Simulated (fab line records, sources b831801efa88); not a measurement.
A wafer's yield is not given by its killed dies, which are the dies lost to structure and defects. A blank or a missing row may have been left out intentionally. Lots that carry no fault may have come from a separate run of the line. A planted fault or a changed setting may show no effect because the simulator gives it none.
Chamber matching    flow sky130    SKY_VIA1_HDPCVD_00 on hdpcvd-01: 3 sister chambers
The step deposits SiO2, target thk 1030 nm, time 171.7 s. 3 wafers are shown with their chamber, then 6 later ones without.

WAFERS, EACH WITH ITS CHAMBER
wafer   chamber  sih4FlowSccm (sccm)
L369.2  2        59.74
L374.1  0        60.19
L374.3  1        60.51

WAFERS MISSING THEIR CHAMBER
wafer   sih4FlowSccm (sccm)
L374.5  60.35
L376.1  60.00
L376.5  60.10
L376.6  59.86
L378.2  59.93
L381.1  60.28

WHICH CHAMBER EACH WENT THROUGH
wafer   from the rows above      in truth
L374.5  can't be placed: 1 or 0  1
L376.1  can't be placed: 0 or 2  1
L376.5  can't be placed: 0 or 2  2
L376.6  can't be placed: 2 or 0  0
L378.2  can't be placed: 2 or 0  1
L381.1  can't be placed: 0 or 1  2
0 of 6 placed correctly. Unplaceable from these rows: 6, with the true chamber sitting among the candidates in 3. Number placed wrongly: 0.
How it was worked out, from the rows above alone: a wafer's distance from a chamber is the root of the sum, over the readings, of the square of ((its reading less the chamber's mean) divided by the reading's scatter). The wafer belongs to the nearest chamber; if the next one is less than 2 further off, it can't be placed. The mean given for a chamber averages the wafers shown for that chamber. The scatter (one wafer shown for each chamber): square how far every hidden wafer sits from the nearest shown wafer, average those squares and take the square root.
